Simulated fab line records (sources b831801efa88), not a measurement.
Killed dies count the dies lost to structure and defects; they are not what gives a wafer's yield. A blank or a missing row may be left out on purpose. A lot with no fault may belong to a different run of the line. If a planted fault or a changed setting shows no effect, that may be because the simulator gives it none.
fab line records || flow sky130
[record] {"lots": 14, "wafers": 42, "last-day": 50}
route steps=708 shown RES_XHIGH@338 LI_CONTACT@364 CONTACT@411
lots untouched by any fault: they come from a run of this same line in which no faults occurred
start-h: the number of hours between the record's first day and the start of the first shown wafer of the lot || wait-h: time in hours since the lot's previous step || " the same as in the row above || L1.1+2: several wafers, shown together as one row || - no value present, or no start provided || * or withheld: withheld || < > ~ a bound
route shown NAME@n: NAME is a module with steps in the file, n the number in the route of the first one || usual: mean/standard deviation taken from wafers without a fault || same: alike in all rows || chamber/n: place in a boat || sites: each site's reading || _std_site: standard deviation across them || _edge_site: outer sites' mean less inner sites' || radius-mm: for every site, how far away it sits from the centre of the wafer || mask NAME#n: copy n || behind: tool/chamber where the wafer was last shaped || hold: what put the lot on hold/how long, in hours/how the hold closed || device: names the non-switching transistor (n, p or np) || end of line: tests run on the same wafers once the route is complete || a step without rows: its recipe alone || killed: the dies lost at the first sort to structure and to defects; this is not the yield of the wafer || map: a wafer's dies, marking killed ones x, the rest . and places with no die _
set.NAME: the setting that was run; set.NAME@STEP: the one run at that earlier step || model.NAME: the simulator's own value behind a step, which no gauge read
one table for each step of the route and one row for each wafer, over a sample of lots
services: a tool's chamber out of use, with start hour (start-h, from the record's first day; less than 0 if before it), hours out, and reason
[[steps]]
[step SKY_RES_XHIGH_DEVELOP_06]
[recipe] {"resist": "NOVOLAK", "developer": "TMAH", "develop-time-s": 60, "dev-temp-c": 23}
[usual] {"developer-temp-C": "22.99/0.1"}
{"lot.wafer": "L783.2", "tool": "litho-track-01", "chamber": 0, "start-h": 663.31, "wait-h": 0.1, "developer-temp-C": 22.94}
{"lot.wafer": "L783.4", "tool": "litho-track-01", "chamber": 0, "start-h": 663.31, "wait-h": 0.1, "developer-temp-C": 22.94}
{"lot.wafer": "L783.5", "tool": "litho-track-01", "chamber": 0, "start-h": 663.31, "wait-h": 0.1, "developer-temp-C": 23.05}
{"lot.wafer": "L784.1", "tool": "litho-track-02", "chamber": 0, "start-h": 663.87, "wait-h": 0.1, "developer-temp-C": 22.84}
{"lot.wafer": "L784.4", "tool": "litho-track-02", "chamber": 0, "start-h": 663.87, "wait-h": 0.1, "developer-temp-C": 22.93}
{"lot.wafer": "L784.6", "tool": "litho-track-02", "chamber": 0, "start-h": 663.87, "wait-h": 0.1, "developer-temp-C": 22.86}
{"lot.wafer": "L785.2", "tool": "litho-track-04", "chamber": 0, "start-h": 669.59, "wait-h": 0.1, "developer-temp-C": 23.00}
{"lot.wafer": "L785.3", "tool": "litho-track-04", "chamber": 0, "start-h": 669.59, "wait-h": 0.1, "developer-temp-C": 22.99}
{"lot.wafer": "L785.4", "tool": "litho-track-04", "chamber": 0, "start-h": 669.59, "wait-h": 0.1, "developer-temp-C": 22.99}
{"lot.wafer": "L789.2", "tool": "litho-track-04", "chamber": 0, "start-h": 683.14, "wait-h": 0.1, "developer-temp-C": 22.94}
{"lot.wafer": "L789.3", "tool": "litho-track-04", "chamber": 0, "start-h": 683.14, "wait-h": 0.1, "developer-temp-C": 22.97}
{"lot.wafer": "L789.4", "tool": "litho-track-04", "chamber": 0, "start-h": 683.14, "wait-h": 0.1, "developer-temp-C": 22.88}
{"lot.wafer": "L793.2", "tool": "litho-track-02", "chamber": 0, "start-h": 714.39, "wait-h": 0.1, "developer-temp-C": 22.94}
{"lot.wafer": "L793.3", "tool": "litho-track-02", "chamber": 0, "start-h": 714.39, "wait-h": 0.1, "developer-temp-C": 22.93}
{"lot.wafer": "L793.5", "tool": "litho-track-02", "chamber": 0, "start-h": 714.39, "wait-h": 0.1, "developer-temp-C": 22.93}
{"lot.wafer": "L792.1", "tool": "litho-track-01", "chamber": 0, "start-h": 717.73, "wait-h": 0.1, "developer-temp-C": 22.91}
{"lot.wafer": "L792.3", "tool": "litho-track-01", "chamber": 0, "start-h": 717.73, "wait-h": 0.1, "developer-temp-C": 22.98}
{"lot.wafer": "L792.6", "tool": "litho-track-01", "chamber": 0, "start-h": 717.73, "wait-h": 0.1, "developer-temp-C": 23.02}
{"lot.wafer": "L794.1", "tool": "litho-track-04", "chamber": 0, "start-h": 721.92, "wait-h": 0.1, "developer-temp-C": 23.92}
{"lot.wafer": "L794.2", "tool": "litho-track-04", "chamber": 0, "start-h": 721.92, "wait-h": 0.1, "developer-temp-C": 24.01}
{"lot.wafer": "L794.4", "tool": "litho-track-04", "chamber": 0, "start-h": 721.92, "wait-h": 0.1, "developer-temp-C": 23.98}
{"lot.wafer": "L795.3", "tool": "litho-track-04", "chamber": 0, "start-h": 733.07, "wait-h": 0.1, "developer-temp-C": 23.86}
{"lot.wafer": "L795.5", "tool": "litho-track-04", "chamber": 0, "start-h": 733.07, "wait-h": 0.1, "developer-temp-C": 23.92}
{"lot.wafer": "L795.6", "tool": "litho-track-04", "chamber": 0, "start-h": 733.07, "wait-h": 0.1, "developer-temp-C": 23.88}
{"lot.wafer": "L798.3", "tool": "litho-track-02", "chamber": 0, "start-h": 764.27, "wait-h": 0.1, "developer-temp-C": 23.07}
{"lot.wafer": "L798.5", "tool": "litho-track-02", "chamber": 0, "start-h": 764.27, "wait-h": 0.1, "developer-temp-C": 22.87}
{"lot.wafer": "L798.6", "tool": "litho-track-02", "chamber": 0, "start-h": 764.27, "wait-h": 0.1, "developer-temp-C": 22.98}
{"lot.wafer": "L800.2", "tool": "litho-track-02", "chamber": 0, "start-h": 771.99, "wait-h": 0.1, "developer-temp-C": 22.84}
{"lot.wafer": "L800.4", "tool": "litho-track-02", "chamber": 0, "start-h": 771.99, "wait-h": 0.1, "developer-temp-C": 22.77}
{"lot.wafer": "L800.6", "tool": "litho-track-02", "chamber": 0, "start-h": 771.99, "wait-h": 0.1, "developer-temp-C": 22.78}
{"lot.wafer": "L801.2", "tool": "litho-track-01", "chamber": 0, "start-h": 784.16, "wait-h": 0.1, "developer-temp-C": 22.98}
{"lot.wafer": "L801.3", "tool": "litho-track-01", "chamber": 0, "start-h": 784.16, "wait-h": 0.1, "developer-temp-C": 23.31}
{"lot.wafer": "L801.4", "tool": "litho-track-01", "chamber": 0, "start-h": 784.16, "wait-h": 0.1, "developer-temp-C": 23.14}
{"lot.wafer": "L802.2", "tool": "litho-track-04", "chamber": 0, "start-h": 789.64, "wait-h": 0.1, "developer-temp-C": 22.99}
{"lot.wafer": "L802.4", "tool": "litho-track-04", "chamber": 0, "start-h": 789.64, "wait-h": 0.1, "developer-temp-C": 22.95}
{"lot.wafer": "L802.5", "tool": "litho-track-04", "chamber": 0, "start-h": 789.64, "wait-h": 0.1, "developer-temp-C": 22.91}
{"lot.wafer": "L803.1", "tool": "litho-track-02", "chamber": 0, "start-h": 795.22, "wait-h": 0.1, "developer-temp-C": 23.08}
{"lot.wafer": "L803.5", "tool": "litho-track-02", "chamber": 0, "start-h": 795.22, "wait-h": 0.1, "developer-temp-C": 23.00}
{"lot.wafer": "L803.6", "tool": "litho-track-02", "chamber": 0, "start-h": 795.22, "wait-h": 0.1, "developer-temp-C": 23.01}
{"lot.wafer": "L804.2", "tool": "litho-track-02", "chamber": 0, "start-h": 798.49, "wait-h": 0.1, "developer-temp-C": 23.04}
{"lot.wafer": "L804.5", "tool": "litho-track-02", "chamber": 0, "start-h": 798.49, "wait-h": 0.1, "developer-temp-C": 23.07}
{"lot.wafer": "L804.6", "tool": "litho-track-02", "chamber": 0, "start-h": 798.49, "wait-h": 0.1, "developer-temp-C": 23.08}
[step SKY_LI_CONTACT_CMP_02]
[recipe] {"material": "PSG", "down-force-psi": 4, "platen-rpm": 60, "pad-velocity-m-s": 0.94248}
[usual] {"motor-current-A": "12.0/0.95", "time-to-endpoint-s": "33.2/2.3"}
{"lot.wafer": "L783.2", "tool": "cmp-02", "chamber": 3, "start-h": 691.41, "wait-h": 0.1, "motor-current-A": 11.6, "time-to-endpoint-s": 31.9}
{"lot.wafer": "L783.4", "tool": "cmp-02", "chamber": 0, "start-h": 691.41, "wait-h": 0.1, "motor-current-A": 12.5, "time-to-endpoint-s": 32.1}
{"lot.wafer": "L783.5", "tool": "cmp-02", "chamber": 2, "start-h": 691.41, "wait-h": 0.1, "motor-current-A": 10.8, "time-to-endpoint-s": 33.5}
{"lot.wafer": "L784.4", "tool": "cmp-01", "chamber": 3, "start-h": 691.85, "wait-h": 0.0, "motor-current-A": 12.0, "time-to-endpoint-s": 35.2}
{"lot.wafer": "L784.1", "tool": "cmp-01", "chamber": 2, "start-h": 691.85, "wait-h": 0.0, "motor-current-A": 12.0, "time-to-endpoint-s": 33.9}
{"lot.wafer": "L784.6", "tool": "cmp-01", "chamber": 0, "start-h": 691.85, "wait-h": 0.0, "motor-current-A": 10.9, "time-to-endpoint-s": 38.4}
{"lot.wafer": "L785.3", "tool": "cmp-01", "chamber": 3, "start-h": 699.20, "wait-h": 0.0, "motor-current-A": 12.1, "time-to-endpoint-s": 32.7}
{"lot.wafer": "L785.4", "tool": "cmp-01", "chamber": 0, "start-h": 699.20, "wait-h": 0.0, "motor-current-A": 11.3, "time-to-endpoint-s": 32.5}
{"lot.wafer": "L785.2", "tool": "cmp-01", "chamber": 2, "start-h": 699.20, "wait-h": 0.0, "motor-current-A": 12.1, "time-to-endpoint-s": 33.6}
{"lot.wafer": "L789.3", "tool": "cmp-02", "chamber": 3, "start-h": 713.76, "wait-h": 0.1, "motor-current-A": 12.9, "time-to-endpoint-s": 33.0}
{"lot.wafer": "L789.4", "tool": "cmp-02", "chamber": 0, "start-h": 713.76, "wait-h": 0.1, "motor-current-A": 11.9, "time-to-endpoint-s": 33.0}
{"lot.wafer": "L789.2", "tool": "cmp-02", "chamber": 1, "start-h": 713.76, "wait-h": 0.1, "motor-current-A": 13.0, "time-to-endpoint-s": 32.1}
{"lot.wafer": "L793.2", "tool": "cmp-02", "chamber": 1, "start-h": 743.66, "wait-h": 0.0, "motor-current-A": 11.8, "time-to-endpoint-s": 37.7}
{"lot.wafer": "L793.3", "tool": "cmp-02", "chamber": 3, "start-h": 743.66, "wait-h": 0.0, "motor-current-A": 11.9, "time-to-endpoint-s": 35.4}
{"lot.wafer": "L793.5", "tool": "cmp-02", "chamber": 2, "start-h": 743.66, "wait-h": 0.0, "motor-current-A": 11.3, "time-to-endpoint-s": 33.4}
{"lot.wafer": "L792.1", "tool": "cmp-01", "chamber": 2, "start-h": 747.42, "wait-h": 0.1, "motor-current-A": 11.9, "time-to-endpoint-s": 31.6}
{"lot.wafer": "L792.3", "tool": "cmp-01", "chamber": 3, "start-h": 747.42, "wait-h": 0.1, "motor-current-A": 11.7, "time-to-endpoint-s": 34.9}
{"lot.wafer": "L792.6", "tool": "cmp-01", "chamber": 2, "start-h": 747.42, "wait-h": 0.1, "motor-current-A": 11.6, "time-to-endpoint-s": 32.6}
{"lot.wafer": "L794.4", "tool": "cmp-01", "chamber": 0, "start-h": 751.07, "wait-h": 0.0, "motor-current-A": 11.3, "time-to-endpoint-s": 31.9}
{"lot.wafer": "L794.1", "tool": "cmp-01", "chamber": 2, "start-h": 751.07, "wait-h": 0.0, "motor-current-A": 11.5, "time-to-endpoint-s": 30.6}
{"lot.wafer": "L794.2", "tool": "cmp-01", "chamber": 3, "start-h": 751.07, "wait-h": 0.0, "motor-current-A": 12.3, "time-to-endpoint-s": 28.9}
{"lot.wafer": "L795.3", "tool": "cmp-02", "chamber": 1, "start-h": 761.66, "wait-h": 0.1, "motor-current-A": 12.5, "time-to-endpoint-s": 34.5}
{"lot.wafer": "L795.5", "tool": "cmp-02", "chamber": 0, "start-h": 761.66, "wait-h": 0.1, "motor-current-A": 12.0, "time-to-endpoint-s": 33.1}
{"lot.wafer": "L795.6", "tool": "cmp-02", "chamber": 1, "start-h": 761.66, "wait-h": 0.1, "motor-current-A": 12.5, "time-to-endpoint-s": 33.3}
{"lot.wafer": "L798.3", "tool": "cmp-02", "chamber": 1, "start-h": 792.16, "wait-h": 0.1, "motor-current-A": 12.2, "time-to-endpoint-s": 36.6}
{"lot.wafer": "L798.6", "tool": "cmp-02", "chamber": 0, "start-h": 792.16, "wait-h": 0.1, "motor-current-A": 12.1, "time-to-endpoint-s": 35.8}
{"lot.wafer": "L798.5", "tool": "cmp-02", "chamber": 1, "start-h": 792.16, "wait-h": 0.1, "motor-current-A": 12.4, "time-to-endpoint-s": 38.0}
{"lot.wafer": "L800.4", "tool": "cmp-02", "chamber": 3, "start-h": 800.02, "wait-h": 0.1, "motor-current-A": 12.2, "time-to-endpoint-s": 31.1}
{"lot.wafer": "L800.2", "tool": "cmp-02", "chamber": 1, "start-h": 800.02, "wait-h": 0.1, "motor-current-A": 12.9, "time-to-endpoint-s": 33.6}
{"lot.wafer": "L800.6", "tool": "cmp-02", "chamber": 3, "start-h": 800.02, "wait-h": 0.1, "motor-current-A": 12.0, "time-to-endpoint-s": 31.6}
{"lot.wafer": "L801.4", "tool": "cmp-02", "chamber": 1, "start-h": 812.66, "wait-h": 0.0, "motor-current-A": 12.6, "time-to-endpoint-s": 32.7}
{"lot.wafer": "L801.3", "tool": "cmp-02", "chamber": 3, "start-h": 812.66, "wait-h": 0.0, "motor-current-A": 12.4, "time-to-endpoint-s": 31.9}
{"lot.wafer": "L801.2", "tool": "cmp-02", "chamber": 0, "start-h": 812.66, "wait-h": 0.0, "motor-current-A": 12.9, "time-to-endpoint-s": 33.3}
{"lot.wafer": "L802.2", "tool": "cmp-01", "chamber": 2, "start-h": 818.11, "wait-h": 0.0, "motor-current-A": 11.3, "time-to-endpoint-s": 31.6}
{"lot.wafer": "L802.4", "tool": "cmp-01", "chamber": 3, "start-h": 818.11, "wait-h": 0.0, "motor-current-A": 11.5, "time-to-endpoint-s": 33.0}
{"lot.wafer": "L802.5", "tool": "cmp-01", "chamber": 2, "start-h": 818.11, "wait-h": 0.0, "motor-current-A": 11.8, "time-to-endpoint-s": 29.4}
{"lot.wafer": "L803.1", "tool": "cmp-01", "chamber": 3, "start-h": 823.84, "wait-h": 0.1, "motor-current-A": 11.5, "time-to-endpoint-s": 29.6}
{"lot.wafer": "L803.6", "tool": "cmp-01", "chamber": 3, "start-h": 823.84, "wait-h": 0.1, "motor-current-A": 12.2, "time-to-endpoint-s": 28.6}
{"lot.wafer": "L803.5", "tool": "cmp-01", "chamber": 0, "start-h": 823.84, "wait-h": 0.1, "motor-current-A": 10.8, "time-to-endpoint-s": 28.8}
{"lot.wafer": "L804.2", "tool": "cmp-01", "chamber": 3, "start-h": 826.17, "wait-h": 0.1, "motor-current-A": 12.0, "time-to-endpoint-s": 29.6}
{"lot.wafer": "L804.6", "tool": "cmp-01", "chamber": 2, "start-h": 826.17, "wait-h": 0.1, "motor-current-A": 12.0, "time-to-endpoint-s": 32.3}
{"lot.wafer": "L804.5", "tool": "cmp-01", "chamber": 3, "start-h": 826.17, "wait-h": 0.1, "motor-current-A": 12.8, "time-to-endpoint-s": 26.8}
[step SKY_LI_CONTACT_SPUTTER_20]
[recipe] {"material": "TiN", "target-thk-nm": 20, "chamber-pressure-pa": 5, "power-w": 4000, "time-s": 80}
[usual] {"throttle-valve-pct": "30.0/1.1"}
{"lot.wafer": "L783.2", "tool": "pvd-sputter-01", "chamber": "-", "start-h": 721.23, "wait-h": 0.0, "throttle-valve-pct": 30.3}
{"lot.wafer": "L783.4", "tool": "pvd-sputter-01", "chamber": "-", "start-h": 721.23, "wait-h": 0.0, "throttle-valve-pct": 30.5}
{"lot.wafer": "L783.5", "tool": "pvd-sputter-01", "chamber": "-", "start-h": 721.23, "wait-h": 0.0, "throttle-valve-pct": 30.2}
{"lot.wafer": "L784.1", "tool": "pvd-sputter-02", "chamber": "-", "start-h": 721.58, "wait-h": 0.0, "throttle-valve-pct": 32.0}
{"lot.wafer": "L784.4", "tool": "pvd-sputter-02", "chamber": "-", "start-h": 721.58, "wait-h": 0.0, "throttle-valve-pct": 31.6}
{"lot.wafer": "L784.6", "tool": "pvd-sputter-02", "chamber": "-", "start-h": 721.58, "wait-h": 0.0, "throttle-valve-pct": 29.2}
{"lot.wafer": "L785.2", "tool": "pvd-sputter-04", "chamber": "-", "start-h": 727.68, "wait-h": 0.0, "throttle-valve-pct": 28.9}
{"lot.wafer": "L785.3", "tool": "pvd-sputter-04", "chamber": "-", "start-h": 727.68, "wait-h": 0.0, "throttle-valve-pct": 30.0}
{"lot.wafer": "L785.4", "tool": "pvd-sputter-04", "chamber": "-", "start-h": 727.68, "wait-h": 0.0, "throttle-valve-pct": 30.8}
{"lot.wafer": "L789.2", "tool": "pvd-sputter-01", "chamber": "-", "start-h": 741.54, "wait-h": 0.0, "throttle-valve-pct": 28.1}
{"lot.wafer": "L789.3", "tool": "pvd-sputter-01", "chamber": "-", "start-h": 741.54, "wait-h": 0.0, "throttle-valve-pct": 30.5}
{"lot.wafer": "L789.4", "tool": "pvd-sputter-01", "chamber": "-", "start-h": 741.54, "wait-h": 0.0, "throttle-valve-pct": 30.0}
{"lot.wafer": "L793.2", "tool": "pvd-sputter-01", "chamber": "-", "start-h": 771.73, "wait-h": 0.0, "throttle-valve-pct": 28.1}
{"lot.wafer": "L793.3", "tool": "pvd-sputter-01", "chamber": "-", "start-h": 771.73, "wait-h": 0.0, "throttle-valve-pct": 30.4}
{"lot.wafer": "L793.5", "tool": "pvd-sputter-01", "chamber": "-", "start-h": 771.73, "wait-h": 0.0, "throttle-valve-pct": 30.5}
{"lot.wafer": "L792.1", "tool": "pvd-sputter-01", "chamber": "-", "start-h": 774.64, "wait-h": 0.0, "throttle-valve-pct": 30.0}
{"lot.wafer": "L792.3", "tool": "pvd-sputter-01", "chamber": "-", "start-h": 774.64, "wait-h": 0.0, "throttle-valve-pct": 30.3}
{"lot.wafer": "L792.6", "tool": "pvd-sputter-01", "chamber": "-", "start-h": 774.64, "wait-h": 0.0, "throttle-valve-pct": 30.3}
{"lot.wafer": "L794.1", "tool": "pvd-sputter-04", "chamber": "-", "start-h": 778.27, "wait-h": 0.0, "throttle-valve-pct": 30.4}
{"lot.wafer": "L794.2", "tool": "pvd-sputter-04", "chamber": "-", "start-h": 778.27, "wait-h": 0.0, "throttle-valve-pct": 28.7}
{"lot.wafer": "L794.4", "tool": "pvd-sputter-04", "chamber": "-", "start-h": 778.27, "wait-h": 0.0, "throttle-valve-pct": 30.0}
{"lot.wafer": "L795.3", "tool": "pvd-sputter-01", "chamber": "-", "start-h": 788.92, "wait-h": 0.0, "throttle-valve-pct": 30.3}
{"lot.wafer": "L795.5", "tool": "pvd-sputter-01", "chamber": "-", "start-h": 788.92, "wait-h": 0.0, "throttle-valve-pct": 28.2}
{"lot.wafer": "L795.6", "tool": "pvd-sputter-01", "chamber": "-", "start-h": 788.92, "wait-h": 0.0, "throttle-valve-pct": 30.5}
{"lot.wafer": "L798.3", "tool": "pvd-sputter-01", "chamber": "-", "start-h": 819.49, "wait-h": 0.0, "throttle-valve-pct": 30.2}
{"lot.wafer": "L798.5", "tool": "pvd-sputter-01", "chamber": "-", "start-h": 819.49, "wait-h": 0.0, "throttle-valve-pct": 30.5}
{"lot.wafer": "L798.6", "tool": "pvd-sputter-01", "chamber": "-", "start-h": 819.49, "wait-h": 0.0, "throttle-valve-pct": 30.0}
{"lot.wafer": "L800.2", "tool": "pvd-sputter-01", "chamber": "-", "start-h": 826.95, "wait-h": 0.0, "throttle-valve-pct": 30.5}
{"lot.wafer": "L800.4", "tool": "pvd-sputter-01", "chamber": "-", "start-h": 826.95, "wait-h": 0.0, "throttle-valve-pct": 27.9}
{"lot.wafer": "L800.6", "tool": "pvd-sputter-01", "chamber": "-", "start-h": 826.95, "wait-h": 0.0, "throttle-valve-pct": 30.0}
{"lot.wafer": "L801.2", "tool": "pvd-sputter-04", "chamber": "-", "start-h": 839.49, "wait-h": 0.0, "throttle-valve-pct": 29.2}
{"lot.wafer": "L801.3", "tool": "pvd-sputter-04", "chamber": "-", "start-h": 839.49, "wait-h": 0.0, "throttle-valve-pct": 30.7}
{"lot.wafer": "L801.4", "tool": "pvd-sputter-04", "chamber": "-", "start-h": 839.49, "wait-h": 0.0, "throttle-valve-pct": 31.0}
{"lot.wafer": "L802.2", "tool": "pvd-sputter-04", "chamber": "-", "start-h": 845.18, "wait-h": 0.0, "throttle-valve-pct": 31.0}
{"lot.wafer": "L802.4", "tool": "pvd-sputter-04", "chamber": "-", "start-h": 845.18, "wait-h": 0.0, "throttle-valve-pct": 29.1}
{"lot.wafer": "L802.5", "tool": "pvd-sputter-04", "chamber": "-", "start-h": 845.18, "wait-h": 0.0, "throttle-valve-pct": 30.1}
{"lot.wafer": "L803.1", "tool": "pvd-sputter-04", "chamber": "-", "start-h": 850.93, "wait-h": 0.0, "throttle-valve-pct": 30.0}
{"lot.wafer": "L803.5", "tool": "pvd-sputter-04", "chamber": "-", "start-h": 850.93, "wait-h": 0.0, "throttle-valve-pct": 29.9}
{"lot.wafer": "L803.6", "tool": "pvd-sputter-04", "chamber": "-", "start-h": 850.93, "wait-h": 0.0, "throttle-valve-pct": 30.9}
{"lot.wafer": "L804.2", "tool": "pvd-sputter-02", "chamber": "-", "start-h": 852.50, "wait-h": 0.0, "throttle-valve-pct": 29.2}
{"lot.wafer": "L804.5", "tool": "pvd-sputter-02", "chamber": "-", "start-h": 852.50, "wait-h": 0.0, "throttle-valve-pct": 29.8}
{"lot.wafer": "L804.6", "tool": "pvd-sputter-02", "chamber": "-", "start-h": 852.50, "wait-h": 0.0, "throttle-valve-pct": 31.6}
[step SKY_CONTACT_BOW_MEAS_05]
[recipe] {"mode": "bow"}
[usual] {"CONTACT_BOW": "80/6.8"}
{"lot.wafer": "L783.2", "tool": "film-metro-03", "chamber": "-", "start-h": 751.51, "wait-h": 0.2, "CONTACT_BOW[um]": 81}
{"lot.wafer": "L783.4", "tool": "film-metro-03", "chamber": "-", "start-h": 751.51, "wait-h": 0.2, "CONTACT_BOW[um]": 79}
{"lot.wafer": "L783.5", "tool": "film-metro-03", "chamber": "-", "start-h": 751.51, "wait-h": 0.2, "CONTACT_BOW[um]": 83}
{"lot.wafer": "L784.1", "tool": "film-metro-04", "chamber": "-", "start-h": 751.70, "wait-h": 0.2, "CONTACT_BOW[um]": 85}
{"lot.wafer": "L784.4", "tool": "film-metro-04", "chamber": "-", "start-h": 751.70, "wait-h": 0.2, "CONTACT_BOW[um]": 90}
{"lot.wafer": "L784.6", "tool": "film-metro-04", "chamber": "-", "start-h": 751.70, "wait-h": 0.2, "CONTACT_BOW[um]": 85}
{"lot.wafer": "L785.2", "tool": "film-metro-04", "chamber": "-", "start-h": 757.86, "wait-h": 0.3, "CONTACT_BOW[um]": 82}
{"lot.wafer": "L785.3", "tool": "film-metro-04", "chamber": "-", "start-h": 757.86, "wait-h": 0.3, "CONTACT_BOW[um]": 76}
{"lot.wafer": "L785.4", "tool": "film-metro-04", "chamber": "-", "start-h": 757.86, "wait-h": 0.3, "CONTACT_BOW[um]": 73}
{"lot.wafer": "L789.2", "tool": "film-metro-02", "chamber": "-", "start-h": 770.17, "wait-h": 0.1, "CONTACT_BOW[um]": 85}
{"lot.wafer": "L789.3", "tool": "film-metro-02", "chamber": "-", "start-h": 770.17, "wait-h": 0.1, "CONTACT_BOW[um]": 75}
{"lot.wafer": "L789.4", "tool": "film-metro-02", "chamber": "-", "start-h": 770.17, "wait-h": 0.1, "CONTACT_BOW[um]": 75}
{"lot.wafer": "L793.2", "tool": "film-metro-04", "chamber": "-", "start-h": 800.59, "wait-h": 0.2, "CONTACT_BOW[um]": 88}
{"lot.wafer": "L793.3", "tool": "film-metro-04", "chamber": "-", "start-h": 800.59, "wait-h": 0.2, "CONTACT_BOW[um]": 85}
{"lot.wafer": "L793.5", "tool": "film-metro-04", "chamber": "-", "start-h": 800.59, "wait-h": 0.2, "CONTACT_BOW[um]": 76}
{"lot.wafer": "L792.1", "tool": "film-metro-03", "chamber": "-", "start-h": 803.38, "wait-h": 0.1, "CONTACT_BOW[um]": 73}
{"lot.wafer": "L792.3", "tool": "film-metro-03", "chamber": "-", "start-h": 803.38, "wait-h": 0.1, "CONTACT_BOW[um]": 88}
{"lot.wafer": "L792.6", "tool": "film-metro-03", "chamber": "-", "start-h": 803.38, "wait-h": 0.1, "CONTACT_BOW[um]": 81}
{"lot.wafer": "L794.1", "tool": "film-metro-04", "chamber": "-", "start-h": 806.60, "wait-h": 0.2, "CONTACT_BOW[um]": 80}
{"lot.wafer": "L794.2", "tool": "film-metro-04", "chamber": "-", "start-h": 806.60, "wait-h": 0.2, "CONTACT_BOW[um]": 86}
{"lot.wafer": "L794.4", "tool": "film-metro-04", "chamber": "-", "start-h": 806.60, "wait-h": 0.2, "CONTACT_BOW[um]": 91}
{"lot.wafer": "L795.3", "tool": "film-metro-03", "chamber": "-", "start-h": 818.49, "wait-h": 0.2, "CONTACT_BOW[um]": 75}
{"lot.wafer": "L795.5", "tool": "film-metro-03", "chamber": "-", "start-h": 818.49, "wait-h": 0.2, "CONTACT_BOW[um]": 82}
{"lot.wafer": "L795.6", "tool": "film-metro-03", "chamber": "-", "start-h": 818.49, "wait-h": 0.2, "CONTACT_BOW[um]": 79}
{"lot.wafer": "L798.3", "tool": "film-metro-02", "chamber": "-", "start-h": 847.97, "wait-h": 0.3, "CONTACT_BOW[um]": 74}
{"lot.wafer": "L798.5", "tool": "film-metro-02", "chamber": "-", "start-h": 847.97, "wait-h": 0.3, "CONTACT_BOW[um]": 77}
{"lot.wafer": "L798.6", "tool": "film-metro-02", "chamber": "-", "start-h": 847.97, "wait-h": 0.3, "CONTACT_BOW[um]": 93}
{"lot.wafer": "L800.2", "tool": "film-metro-04", "chamber": "-", "start-h": 854.95, "wait-h": 0.1, "CONTACT_BOW[um]": 73}
{"lot.wafer": "L800.4", "tool": "film-metro-04", "chamber": "-", "start-h": 854.95, "wait-h": 0.1, "CONTACT_BOW[um]": 79}
{"lot.wafer": "L800.6", "tool": "film-metro-04", "chamber": "-", "start-h": 854.95, "wait-h": 0.1, "CONTACT_BOW[um]": 85}
{"lot.wafer": "L801.2", "tool": "film-metro-03", "chamber": "-", "start-h": 867.54, "wait-h": 0.2, "CONTACT_BOW[um]": 83}
{"lot.wafer": "L801.3", "tool": "film-metro-03", "chamber": "-", "start-h": 867.54, "wait-h": 0.2, "CONTACT_BOW[um]": 76}
{"lot.wafer": "L801.4", "tool": "film-metro-03", "chamber": "-", "start-h": 867.54, "wait-h": 0.2, "CONTACT_BOW[um]": 81}
{"lot.wafer": "L802.2", "tool": "film-metro-03", "chamber": "-", "start-h": 873.61, "wait-h": 0.2, "CONTACT_BOW[um]": 71}
{"lot.wafer": "L802.4", "tool": "film-metro-03", "chamber": "-", "start-h": 873.61, "wait-h": 0.2, "CONTACT_BOW[um]": 86}
{"lot.wafer": "L802.5", "tool": "film-metro-03", "chamber": "-", "start-h": 873.61, "wait-h": 0.2, "CONTACT_BOW[um]": 73}
{"lot.wafer": "L803.1", "tool": "film-metro-03", "chamber": "-", "start-h": 879.10, "wait-h": 0.2, "CONTACT_BOW[um]": 79}
{"lot.wafer": "L803.5", "tool": "film-metro-03", "chamber": "-", "start-h": 879.10, "wait-h": 0.2, "CONTACT_BOW[um]": 95}
{"lot.wafer": "L803.6", "tool": "film-metro-03", "chamber": "-", "start-h": 879.10, "wait-h": 0.2, "CONTACT_BOW[um]": 77}
{"lot.wafer": "L804.2", "tool": "film-metro-03", "chamber": "-", "start-h": 881.11, "wait-h": 0.1, "CONTACT_BOW[um]": 75}
{"lot.wafer": "L804.5", "tool": "film-metro-03", "chamber": "-", "start-h": 881.11, "wait-h": 0.1, "CONTACT_BOW[um]": 77}
{"lot.wafer": "L804.6", "tool": "film-metro-03", "chamber": "-", "start-h": 881.11, "wait-h": 0.1, "CONTACT_BOW[um]": 89}
[[services]]
{"tool": "cmp-01", "chamber": "-", "start-h": 655.63, "hours": 4.1, "kind": "repair"}
{"tool": "cmp-02", "chamber": "-", "start-h": 672.81, "hours": 1.2, "kind": "repair"}
{"tool": "pvd-sputter-04", "chamber": "-", "start-h": 727.77, "hours": 5.1, "kind": "repair"}
{"tool": "cmp-02", "chamber": "-", "start-h": 744.17, "hours": 4.0, "kind": "pm"}
{"tool": "cmp-02", "chamber": "-", "start-h": 748.17, "hours": "-", "kind": "consumable-replace:conditioner"}
{"tool": "cmp-02", "chamber": "-", "start-h": 748.17, "hours": "-", "kind": "consumable-replace:pad"}
{"tool": "pvd-sputter-04", "chamber": "-", "start-h": 751.60, "hours": 6.8, "kind": "repair"}
{"tool": "cmp-01", "chamber": "-", "start-h": 797.76, "hours": 6.6, "kind": "pm"}
{"tool": "pvd-sputter-04", "chamber": "-", "start-h": 813.47, "hours": 4.0, "kind": "repair"}
{"tool": "cmp-02", "chamber": "-", "start-h": 821.63, "hours": 5.8, "kind": "pm"}
{"tool": "litho-track-01", "chamber": "-", "start-h": 847.63, "hours": "-", "kind": "consumable-replace:filter"}
[[key]]
[first-sign] {"step": "SKY_RES_XHIGH_DEVELOP_06", "reading": "developer-temp-C", "direction": "up", "sigmas": 9.4, "usual": "*", "struck": "*"}
effect none on later readings
met-at SKY_RES_XHIGH_DEVELOP_06
struck-lots L794,L795
tester-left-out L794,L795
not-acting-at SKY_LI_CONTACT_CMP_02,SKY_LI_CONTACT_SPUTTER_20,SKY_CONTACT_BOW_MEAS_05
onset-between 683.14 721.92
[fault] {"kind": "process-parameter-drift", "tool": "litho-track-04", "chamber": "-", "onset-h": 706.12, "steps": "SKY_RES_XHIGH_DEVELOP_06", "channel": "dev-temp-c", "offset": "*", "shape": "step", "end-h": 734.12, "acts-in": "*", "stated": "*"}
// tester-left-out: of these lots the tester's yield and bins aren't shown, on N5 and GAA mostly nor the transistor test; their killed dies are dies lost to structure and defects alone, not to doping, threshold or leakage, so they don't give the yield
